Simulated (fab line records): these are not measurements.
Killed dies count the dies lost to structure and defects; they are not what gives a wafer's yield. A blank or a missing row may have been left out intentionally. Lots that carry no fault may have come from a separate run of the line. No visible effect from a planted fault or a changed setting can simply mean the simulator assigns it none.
fab line records	flow sky130	part 1 of 2: steps 1 to 25 of 36
[record] lots = 5	wafers = 15	last_day = 49
route steps=708 shown VIA3@586 METAL4@598 CAP2M@603
lots untouched by any fault: they come from a run of this same line in which no faults occurred
start_h: start of the lot's first displayed wafer, in hours after the record's first day	wait_h: hours from the lot's prior step to this one	" identical to the entry in the row above	L1.1+2: several wafers, shown together as one row	- no value, or no start given	* or withheld: withheld	< > ~ a bound
route shown NAME@n: NAME is a module with steps in the file, n the number in the route of the first one	usual: the fault-free wafers' mean and standard deviation	same: alike in all rows	chamber/n: place in a boat	sites: per-site readings	_std_site: how widely they spread, as a standard deviation	_edge_site: inner sites' mean taken away from outer sites' mean	radius_mm: how far each site lies from the wafer's centre	mask NAME#n: copy n	behind: the most recent tool/chamber to have shaped the wafer	hold: what put the lot on hold/how long, in hours/how the hold closed	device: which transistor (n, p or np) failed to switch	end of line: tests run on the same wafers once the route is complete	a step without rows: its recipe alone	killed: dies that structure and defects cost at the first sort, which is not the same as the wafer's yield	map: the dies of a wafer, with x for killed, . for not killed, _ for no die there
set.NAME: the setting the step ran with; set.NAME@STEP: the setting that earlier step ran with	model.NAME: the simulator's own value behind a step, which no gauge read
lots at some steps of the route; a table a step, a row a wafer
services: the hour from which a tool's chamber was out of use, counted from the record's first day as start_h (under 0 if before that day), plus the number of hours and why
[[steps]]
[step SKY_VIA3_OVL_MEAS_13]
[usual] VIA3_OVL = 0/5.2
lot.wafer	tool	chamber	start_h	wait_h	VIA3_OVL[nm]
L074.2	overlay-02	-	941.85	0.1	4
L074.4	"	-	"	"	7
L074.5	"	-	"	"	2
L075.1	overlay-02	-	950.18	0.1	-8
L075.4	"	-	"	"	3
L075.5	"	-	"	"	4
L076.1	overlay-01	-	961.38	0.1	-4
L076.4	"	-	"	"	2
L076.6	"	-	"	"	-9
L085.1	overlay-02	-	1012.48	0.1	-6
L085.4	"	-	"	"	9
L085.6	"	-	"	"	4
L093.1	overlay-02	-	1060.07	0.1	2
L093.2	"	-	"	"	1
L093.6	"	-	"	"	-2
[step SKY_VIA3_ETCH_14]
[recipe] chemistry = N2/H2	target = BARC	ion_energy_ev = 200	source_w = 500	bias_w = 100	pressure_mtorr = 30	n2_flow_sccm = 100	h2_flow_sccm = 200	stop_on = SiO2	time_s = 45.9	target_depth_a = 600
[usual] drypump_motor_current_A = 5.5/0.4	oes_product_au = 0.855/0.0052	throttle_valve_pct = 13.225/0.01
lot.wafer	tool	chamber	start_h	wait_h	drypump_motor_current_A	oes_product_au	rf_hours_counter_h	throttle_valve_pct
L074.2	rie_diel-01	2	941.88	0.0	6.2	0.849	19	13.220
L074.4	"	3	"	"	5.4	0.856	7	13.212
L074.5	"	2	"	"	6.2	0.852	-	13.231
L075.1	rie_diel-03	1	950.21	0.0	5.4	0.856	22	13.217
L075.4	"	2	"	"	5.0	0.847	24	13.223
L075.5	"	2	"	"	5.0	0.856	-	13.215
L076.1	rie_diel-01	3	961.42	0.0	5.4	0.865	7	13.209
L076.4	"	0	"	"	5.8	0.851	23	13.220
L076.6	"	1	"	"	5.6	0.856	-	13.238
L085.1	rie_diel-01	3	1012.52	0.0	5.4	0.860	9	13.232
L085.4	"	1	"	"	5.6	0.850	26	13.224
L085.6	"	1	"	"	5.6	0.856	-	13.233
L093.1	rie_diel-03	0	1060.10	0.0	4.9	0.853	11	13.198
L093.2	"	3	"	"	6.1	0.856	7	13.223
L093.6	"	2	"	"	5.1	0.855	-	13.229
[step SKY_VIA3_ETCH_15]
[recipe] target = SiO2	chemistry = C4F8/O2/Ar	target_depth_nm = 507	stop_on = TiN	mask_material = KrF-thick	source_w = 1500	bias_w = 1200	pressure_mtorr = 40	c4f8_flow_sccm = withheld	O2_flow_sccm = 6	Ar_flow_sccm = 300	time_s = 78
[usual] oes_product_au = 0.948/0.0052
lot.wafer	tool	chamber	start_h	wait_h	oes_product_au	rf_hours_counter_h
L074.2	rie_diel-01	2	941.92	0.0	0.943	19
L074.4	"	3	"	"	0.957	7
L074.5	"	2	"	"	0.947	-
L075.1	rie_diel-03	1	950.25	0.0	0.949	22
L075.4	"	2	"	"	0.936	24
L075.5	"	2	"	"	0.950	-
L076.1	rie_diel-01	3	961.46	0.0	0.938	7
L076.4	"	0	"	"	0.939	23
L076.6	"	1	"	"	0.947	-
L085.1	rie_diel-01	3	1012.56	0.0	0.941	9
L085.4	"	1	"	"	0.937	26
L085.6	"	1	"	"	0.944	-
L093.1	rie_diel-03	0	1060.14	0.0	0.952	11
L093.2	"	3	"	"	0.950	7
L093.6	"	2	"	"	0.940	-
[step SKY_VIA3_STRIP_16]
[recipe] chemistry = O2/N2	power_w = 1400	pressure_mtorr = 1500	platen_temp_c = withheld	o2_flow_sccm = 3000	n2_flow_sccm = 300	overash_fraction = 0.5
[usual] drypump_motor_current_A = 5.9/0.46	oes_product_au = 0.403/0.0046	strip_time_to_endpoint_s = 4.14/0.03
lot.wafer	tool	chamber	start_h	wait_h	drypump_motor_current_A	oes_product_au	rf_hours_counter_h	strip_time_to_endpoint_s
L074.2	plasma_asher-03	1	941.98	0.0	6.5	0.397	111	4.12
L074.4	"	1	"	"	6.5	0.403	-	4.12
L074.5	"	0	"	"	6.3	0.401	-	4.10
L075.1	plasma_asher-03	0	950.31	0.0	6.3	0.402	112	4.18
L075.4	"	1	"	"	6.5	0.398	-	4.17
L075.5	"	0	"	"	6.3	0.397	-	4.17
L076.1	plasma_asher-02	0	961.52	0.0	5.7	0.406	57	4.19
L076.4	"	1	"	"	6.1	0.397	-	4.12
L076.6	"	1	"	"	6.1	0.400	-	4.13
L085.1	plasma_asher-04	0	1012.62	0.0	6.3	0.400	23	4.16
L085.4	"	1	"	"	5.2	0.409	-	4.18
L085.6	"	0	"	"	6.3	0.406	-	4.18
L093.1	plasma_asher-04	0	1060.20	0.0	6.3	0.399	28	4.15
L093.2	"	1	"	"	5.2	0.404	28	4.13
L093.6	"	0	"	"	6.3	0.398	-	4.07
[step SKY_VIA3_STRIP_17]
[recipe] chemistry = post_etch_residue_remover	time_s = 1200	temp_c = 72.5
[usual] bath_guard_temp_C = 72.4/0.4
lot.wafer	tool	chamber	start_h	wait_h	bath_guard_temp_C
L074.2	wet_bench-03	3	942.08	0.1	72.9
L074.4	"	3	"	"	73.3
L074.5	"	3	"	"	73.5
L075.1	wet_bench-03	3	950.41	0.1	73.0
L075.4	"	3	"	"	73.2
L075.5	"	3	"	"	72.9
L076.1	wet_bench-04	1	961.62	0.1	72.5
L076.4	"	1	"	"	72.3
L076.6	"	1	"	"	72.2
L085.1	wet_bench-02	0	1012.72	0.1	72.3
L085.4	"	0	"	"	72.4
L085.6	"	0	"	"	72.2
L093.1	wet_bench-04	2	1060.30	0.1	72.4
L093.2	"	2	"	"	72.2
L093.6	"	2	"	"	72.7
[step SKY_VIA3_CLEAN_18]
[recipe] chemistry = IPA	time_s = 180	temp_c = 25
lot.wafer	tool	chamber	start_h	wait_h
L074.2+4+5	wet_bench-04	0	942.42	0.0
L075.1+4+5	wet_bench-04	3	950.76	0.0
L076.1+4+6	wet_bench-02	0	961.96	0.0
L085.1+4+6	wet_bench-04	0	1013.06	0.0
L093.1+2+6	wet_bench-04	3	1060.65	0.0
[step SKY_VIA3_CLEAN_19]
[recipe] chemistry = O3/DIW	dry = n2_spin
lot.wafer	tool	chamber	start_h	wait_h
L074.2+4+5	wet_bench-03	1	942.48	0.0
L075.1+4+5	wet_bench-02	3	950.81	0.0
L076.1+4+6	wet_bench-03	0	962.02	0.0
L085.1+4+6	wet_bench-02	1	1013.13	0.0
L093.1+2+6	wet_bench-04	3	1060.70	0.0
[step SKY_VIA3_SPUTTER_20]
[recipe] material = TiN	target_thk_nm = 20	chamber_pressure_pa = 5	power_w = 4000	time_s = 80
[usual] throttle_valve_pct = 29.8/1.1
lot.wafer	tool	chamber	start_h	wait_h	throttle_valve_pct
L074.2	pvd_sputter-01	-	942.57	0.0	30.2
L074.4	"	-	"	"	28.6
L074.5	"	-	"	"	28.4
L075.1	pvd_sputter-03	-	950.92	0.0	31.6
L075.4	"	-	"	"	31.2
L075.5	"	-	"	"	29.5
L076.1	pvd_sputter-01	-	962.11	0.0	29.9
L076.4	"	-	"	"	27.7
L076.6	"	-	"	"	29.9
L085.1	pvd_sputter-01	-	1013.22	0.0	27.7
L085.4	"	-	"	"	29.6
L085.6	"	-	"	"	28.7
L093.1	pvd_sputter-04	-	1060.80	0.0	30.9
L093.2	"	-	"	"	28.4
L093.6	"	-	"	"	30.3
[step SKY_VIA3_CVD_21]
[recipe] material = W	target_thk_nm = 390	time_s = 117.31	temp_c = 400	pressure_torr = 40
[usual] heater_power_w = 918/99
lot.wafer	tool	chamber	start_h	wait_h	heater_power_w	since_wet_clean_h
L074.2	cvd_w-01	0	942.64	0.0	1035	25
L074.4	"	0	"	"	1039	-
L074.5	"	1	"	"	792	-
L075.1	cvd_w-01	1	950.99	0.0	772	33
L075.4	"	0	"	"	1046	-
L075.5	"	1	"	"	782	-
L076.1	cvd_w-01	0	962.17	0.0	1042	44
L076.4	"	0	"	"	1014	-
L076.6	"	1	"	"	807	-
L085.1	cvd_w-02	0	1013.28	0.0	961	609
L085.4	"	0	"	"	972	-
L085.6	"	1	"	"	882	-
L093.1	cvd_w-01	0	1060.86	0.0	1032	143
L093.2	"	1	"	"	779	143
L093.6	"	1	"	"	780	-
[step SKY_VIA3_RS_MEAS_22]
[recipe] thk_meas_gauge = four-point-probe	reads = W_of_VIA3_CVD_21+TiN_of_VIA3_SPUTTER_20
[usual] VIA3_W_RS = 0.295/0.0043
lot.wafer	tool	chamber	start_h	wait_h	VIA3_W_RS[ohm/sq]
L074.2	film_metro-01	-	942.79	0.1	0.294
L074.4	"	-	"	"	0.292
L074.5	"	-	"	"	0.298
L075.1	film_metro-02	-	951.11	0.1	0.295
L075.4	"	-	"	"	0.290
L075.5	"	-	"	"	0.293
L076.1	film_metro-01	-	962.30	0.1	0.296
L076.4	"	-	"	"	0.296
L076.6	"	-	"	"	0.296
L085.1	film_metro-01	-	1013.40	0.1	0.293
L085.4	"	-	"	"	0.294
L085.6	"	-	"	"	0.300
L093.1	film_metro-01	-	1060.98	0.1	0.297
L093.2	"	-	"	"	0.296
L093.6	"	-	"	"	0.294
[step SKY_VIA3_THK_MEAS_23]
[recipe] thk_meas_gauge = xrf	reads = W_of_VIA3_CVD_21
[usual] VIA3_W_THK = 411/8.9
lot.wafer	tool	chamber	start_h	wait_h	VIA3_W_THK[nm]
L074.2	film_metro-01	-	942.90	0.1	408
L074.4	"	-	"	"	413
L074.5	"	-	"	"	406
L075.1	film_metro-02	-	951.23	0.1	418
L075.4	"	-	"	"	423
L075.5	"	-	"	"	419
L076.1	film_metro-01	-	962.42	0.1	410
L076.4	"	-	"	"	407
L076.6	"	-	"	"	408
L085.1	film_metro-01	-	1013.52	0.1	412
L085.4	"	-	"	"	414
L085.6	"	-	"	"	402
L093.1	film_metro-01	-	1061.10	0.1	407
L093.2	"	-	"	"	411
L093.6	"	-	"	"	415
[step SKY_VIA3_CMP_24]
[recipe] stop_on = SiO2	t_overpolish_s = 20	down_force_psi = 3.5	platen_rpm = 60	target_thk_nm = 0	pad_velocity_m_s = 0.94248
[usual] motor_current_A = 11.4/1	overpolish_run_s = 19.999/0.0092	time_to_endpoint_s = 98/5.9
lot.wafer	tool	chamber	start_h	wait_h	motor_current_A	overpolish_run_s	time_to_endpoint_s
L074.4	cmp-01	2	943.05	0.1	11.5	20.001	106
L074.2	"	3	"	"	11.7	20.016	89
L074.5	"	1	"	"	11.4	19.998	101
L075.4	cmp-01	0	951.34	0.1	11.5	20.001	104
L075.1	"	1	"	"	11.6	19.996	100
L075.5	"	3	"	"	12.0	19.992	93
L076.4	cmp-01	1	962.53	0.1	11.5	20.004	96
L076.1	"	3	"	"	12.2	19.992	89
L076.6	"	1	"	"	11.6	19.993	94
L085.4	cmp-01	0	1013.63	0.1	11.5	20.002	104
L085.1	"	1	"	"	11.5	19.996	100
L085.6	"	0	"	"	12.6	19.998	99
L093.1	cmp-01	0	1061.46	0.3	12.3	19.988	103
L093.2	"	1	"	"	11.9	19.990	96
L093.6	"	0	"	"	11.8	19.992	102
[step SKY_METAL4_SPUTTER_00]
[recipe] material = Ti	target_thk_nm = 15	power_w = 3000	time_s = 10	chamber_pressure_pa = 0.4
[usual] throttle_valve_pct = 29.8/1.2
lot.wafer	tool	chamber	start_h	wait_h	throttle_valve_pct
L074.2	pvd_sputter-02	-	943.25	0.1	28.6
L074.4	"	-	"	"	31.4
L074.5	"	-	"	"	30.9
L075.1	pvd_sputter-02	-	951.59	0.1	30.4
L075.4	"	-	"	"	28.8
L075.5	"	-	"	"	31.6
L076.1	pvd_sputter-04	-	962.78	0.1	30.2
L076.4	"	-	"	"	30.6
L076.6	"	-	"	"	30.3
L085.1	pvd_sputter-01	-	1013.88	0.1	30.1
L085.4	"	-	"	"	31.6
L085.6	"	-	"	"	28.4
L093.1	pvd_sputter-02	-	1061.71	0.2	31.3
L093.2	"	-	"	"	30.7
L093.6	"	-	"	"	30.9
[step SKY_METAL4_SPUTTER_01]
[recipe] material = TiN	target_thk_nm = 20	power_w = 6500	time_s = 16.7	chamber_pressure_pa = 0.4
[usual] throttle_valve_pct = 29.8/1.2
lot.wafer	tool	chamber	start_h	wait_h	throttle_valve_pct
L074.2	pvd_sputter-02	-	943.27	0.0	28.7
L074.4	"	-	"	"	31.9
L074.5	"	-	"	"	30.7
L075.1	pvd_sputter-02	-	951.61	0.0	30.2
L075.4	"	-	"	"	28.9
L075.5	"	-	"	"	31.4
L076.1	pvd_sputter-04	-	962.80	0.0	30.2
L076.4	"	-	"	"	30.3
L076.6	"	-	"	"	30.5
L085.1	pvd_sputter-01	-	1013.90	0.0	30.1
L085.4	"	-	"	"	31.4
L085.6	"	-	"	"	28.6
L093.1	pvd_sputter-02	-	1061.73	0.0	31.7
L093.2	"	-	"	"	30.9
L093.6	"	-	"	"	30.9
[step SKY_METAL4_SPUTTER_02]
[recipe] material = AlCu	target_thk_nm = 735	power_w = 10600	time_s = 39.1	chamber_pressure_pa = 0.4
[usual] throttle_valve_pct = 29.8/1.2
lot.wafer	tool	chamber	start_h	wait_h	throttle_valve_pct
L074.2	pvd_sputter-02	-	943.29	0.0	28.9
L074.4	"	-	"	"	31.4
L074.5	"	-	"	"	30.9
L075.1	pvd_sputter-02	-	951.64	0.0	30.1
L075.4	"	-	"	"	28.9
L075.5	"	-	"	"	31.3
L076.1	pvd_sputter-04	-	962.82	0.0	30.0
L076.4	"	-	"	"	30.3
L076.6	"	-	"	"	30.2
L085.1	pvd_sputter-01	-	1013.93	0.0	30.0
L085.4	"	-	"	"	31.4
L085.6	"	-	"	"	28.6
L093.1	pvd_sputter-02	-	1061.76	0.0	31.4
L093.2	"	-	"	"	31.2
L093.6	"	-	"	"	30.7
[step SKY_METAL4_SPUTTER_03]
[recipe] material = Ti	target_thk_nm = 5	power_w = 3000	time_s = 3.3	chamber_pressure_pa = 0.4
[usual] throttle_valve_pct = 29.8/1.3
lot.wafer	tool	chamber	start_h	wait_h	throttle_valve_pct
L074.2	pvd_sputter-02	-	943.33	0.0	28.8
L074.4	"	-	"	"	31.8
L074.5	"	-	"	"	31.1
L075.1	pvd_sputter-02	-	951.67	0.0	30.0
L075.4	"	-	"	"	29.0
L075.5	"	-	"	"	31.5
L076.1	pvd_sputter-04	-	962.86	0.0	30.4
L076.4	"	-	"	"	30.6
L076.6	"	-	"	"	30.2
L085.1	pvd_sputter-01	-	1013.97	0.0	30.1
L085.4	"	-	"	"	31.5
L085.6	"	-	"	"	28.5
L093.1	pvd_sputter-02	-	1061.80	0.0	31.5
L093.2	"	-	"	"	31.0
L093.6	"	-	"	"	31.0
[step SKY_METAL4_SPUTTER_04]
[recipe] material = TiN	target_thk_nm = 70	power_w = 6500	time_s = 58.3	chamber_pressure_pa = 0.4
[usual] throttle_valve_pct = 29.8/1.2
lot.wafer	tool	chamber	start_h	wait_h	throttle_valve_pct
L074.2	pvd_sputter-02	-	943.35	0.0	28.8
L074.4	"	-	"	"	31.5
L074.5	"	-	"	"	30.9
L075.1	pvd_sputter-02	-	951.69	0.0	30.3
L075.4	"	-	"	"	28.8
L075.5	"	-	"	"	31.6
L076.1	pvd_sputter-04	-	962.88	0.0	30.1
L076.4	"	-	"	"	30.3
L076.6	"	-	"	"	30.6
L085.1	pvd_sputter-01	-	1013.99	0.0	30.0
L085.4	"	-	"	"	31.4
L085.6	"	-	"	"	28.8
L093.1	pvd_sputter-02	-	1061.81	0.0	31.5
L093.2	"	-	"	"	30.7
L093.6	"	-	"	"	30.7
[step SKY_CAP2M_CVD_00]
[recipe] material = SiO2	target_thk_nm = 15.5	temp_c = 400	time_s = withheld	rf_w = 450
[usual] heater_power_w = 754/66
lot.wafer	tool	chamber	start_h	wait_h	heater_power_w
L074.2	pecvd-01	0	943.40	0.0	692
L074.4	"	1	"	"	841
L074.5	"	2	"	"	703
L075.1	pecvd-04	0	951.74	0.0	655
L075.4	"	1	"	"	799
L075.5	"	0	"	"	651
L076.1	pecvd-01	2	962.93	0.0	703
L076.4	"	0	"	"	774
L076.6	"	1	"	"	735
L085.1	pecvd-01	1	1014.04	0.0	831
L085.4	"	1	"	"	811
L085.6	"	1	"	"	811
L093.1	pecvd-04	2	1061.86	0.0	888
L093.2	"	1	"	"	784
L093.6	"	1	"	"	790
[step SKY_CAP2M_THK_MEAS_01]
[recipe] reads = SiO2_of_CAP2M_CVD_00
[usual] CAP2M_CVD_00_THK = 15.47/0.28
lot.wafer	tool	chamber	start_h	wait_h	CAP2M_CVD_00_THK[nm]
L074.2	film_metro-01	-	943.43	-	15.74
L074.4	"	-	"	"	15.89
L074.5	"	-	"	"	15.74
L075.1	film_metro-01	-	951.76	-	15.13
L075.4	"	-	"	"	15.33
L075.5	"	-	"	"	15.38
L076.1	film_metro-04	-	962.95	-	15.36
L076.4	"	-	"	"	15.31
L076.6	"	-	"	"	15.48
L085.1	film_metro-01	-	1014.07	-	15.14
L085.4	"	-	"	"	15.80
L085.6	"	-	"	"	15.48
L093.1	film_metro-03	-	1061.88	-	15.22
L093.2	"	-	"	"	15.41
L093.6	"	-	"	"	15.66
[step SKY_CAP2M_SPUTTER_02]
[recipe] material = TiN	target_thk_nm = 200	temp_c = 300	power_w = 6500	time_s = 166.7	chamber_pressure_pa = 0.4
[usual] throttle_valve_pct = 30.0/1
lot.wafer	tool	chamber	start_h	wait_h	throttle_valve_pct
L074.2	pvd_sputter-03	-	943.48	0.0	31.1
L074.4	"	-	"	"	31.3
L074.5	"	-	"	"	29.1
L075.1	pvd_sputter-01	-	951.82	0.1	28.5
L075.4	"	-	"	"	30.0
L075.5	"	-	"	"	30.1
L076.1	pvd_sputter-03	-	963.01	0.1	29.9
L076.4	"	-	"	"	31.3
L076.6	"	-	"	"	29.0
L085.1	pvd_sputter-02	-	1014.13	0.1	31.6
L085.4	"	-	"	"	29.0
L085.6	"	-	"	"	30.1
L093.1	pvd_sputter-03	-	1061.94	0.1	29.8
L093.2	"	-	"	"	29.8
L093.6	"	-	"	"	30.0
[step SKY_CAP2M_RS_MEAS_03]
[recipe] thk_meas_gauge = four-point-probe	reads = TiN_of_CAP2M_SPUTTER_02
[usual] CAP2M_TIN_RS = 6.88/0.092
lot.wafer	tool	chamber	start_h	wait_h	CAP2M_TIN_RS[ohm/sq]
L074.2	film_metro-03	-	943.61	0.1	6.89
L074.4	"	-	"	"	6.84
L074.5	"	-	"	"	6.82
L075.1	film_metro-04	-	951.93	0.1	6.86
L075.4	"	-	"	"	6.91
L075.5	"	-	"	"	6.82
L076.1	film_metro-01	-	963.12	0.1	6.87
L076.4	"	-	"	"	6.86
L076.6	"	-	"	"	6.81
L085.1	film_metro-03	-	1014.24	0.1	6.84
L085.4	"	-	"	"	6.86
L085.6	"	-	"	"	6.99
L093.1	film_metro-03	-	1062.05	0.1	6.87
L093.2	"	-	"	"	6.96
L093.6	"	-	"	"	6.85
[step SKY_CAP2M_THK_MEAS_04]
[recipe] thk_meas_gauge = xrf	reads = TiN_of_CAP2M_SPUTTER_02
[usual] CAP2M_TIN_THK = 199.8/2.8
lot.wafer	tool	chamber	start_h	wait_h	CAP2M_TIN_THK[nm]
L074.2	film_metro-03	-	943.72	0.1	196.7
L074.4	"	-	"	"	199.5
L074.5	"	-	"	"	199.3
L075.1	film_metro-04	-	952.05	0.1	202.8
L075.4	"	-	"	"	201.0
L075.5	"	-	"	"	203.0
L076.1	film_metro-01	-	963.24	0.1	201.6
L076.4	"	-	"	"	201.1
L076.6	"	-	"	"	204.1
L085.1	film_metro-03	-	1014.36	0.1	200.0
L085.4	"	-	"	"	199.5
L085.6	"	-	"	"	194.3
L093.1	film_metro-03	-	1062.17	0.1	199.3
L093.2	"	-	"	"	197.2
L093.6	"	-	"	"	199.7
[step SKY_CAP2M_DEHYDRATE_05]
[recipe] temp_c = 200	time_s = 60
[usual] exhaust_pa = 45.0/0.86
lot.wafer	tool	chamber	start_h	wait_h	exhaust_pa
L074.2	litho_track-01	0	956.22	12.5	44.9
L074.4	"	0	"	"	45.6
L074.5	"	0	"	"	44.8
L075.1	litho_track-02	0	963.71	11.6	45.7
L075.4	"	0	"	"	43.4
L075.5	"	0	"	"	44.9
L076.1	litho_track-03	0	975.01	11.8	44.5
L076.4	"	0	"	"	43.2
L076.6	"	0	"	"	45.3
L085.1	litho_track-01	0	1025.89	11.5	45.3
L085.4	"	0	"	"	45.3
L085.6	"	0	"	"	44.5
L093.1	litho_track-02	0	1072.71	10.5	45.3
L093.2	"	0	"	"	46.1
L093.6	"	0	"	"	44.7
[step SKY_CAP2M_HMDS_06]
[recipe] prime_time_s = 60	prime_temp_c = 120
[usual] exhaust_pa = 45.1/0.98
lot.wafer	tool	chamber	start_h	wait_h	exhaust_pa
L074.2	litho_track-01	0	956.37	0.1	45.6
L074.4	"	0	"	"	44.4
L074.5	"	0	"	"	44.3
L075.1	litho_track-02	0	963.86	0.1	45.2
L075.4	"	0	"	"	45.0
L075.5	"	0	"	"	45.1
L076.1	litho_track-03	0	975.16	0.1	42.5
L076.4	"	0	"	"	43.2
L076.6	"	0	"	"	44.1
L085.1	litho_track-01	0	1026.04	0.1	46.2
L085.4	"	0	"	"	46.5
L085.6	"	0	"	"	45.2
L093.1	litho_track-02	0	1072.86	0.1	46.3
L093.2	"	0	"	"	46.0
L093.6	"	0	"	"	45.0
[step SKY_CAP2M_COAT_07]
[recipe] resist = NOVOLAK	spin_rpm = 3000	resist_thk_nm = 1140
[usual] exhaust_pa = 45.0/0.83
lot.wafer	tool	chamber	start_h	wait_h	exhaust_pa
L074.2	litho_track-01	0	956.52	0.1	44.7
L074.4	"	0	"	"	45.1
L074.5	"	0	"	"	45.5
L075.1	litho_track-02	0	964.01	0.1	44.3
L075.4	"	0	"	"	45.8
L075.5	"	0	"	"	44.7
L076.1	litho_track-03	0	975.31	0.1	44.2
L076.4	"	0	"	"	44.0
L076.6	"	0	"	"	44.2
L085.1	litho_track-01	0	1026.19	0.1	45.0
L085.4	"	0	"	"	45.3
L085.6	"	0	"	"	44.3
L093.1	litho_track-02	0	1073.01	0.1	44.0
L093.2	"	0	"	"	44.7
L093.6	"	0	"	"	46.4
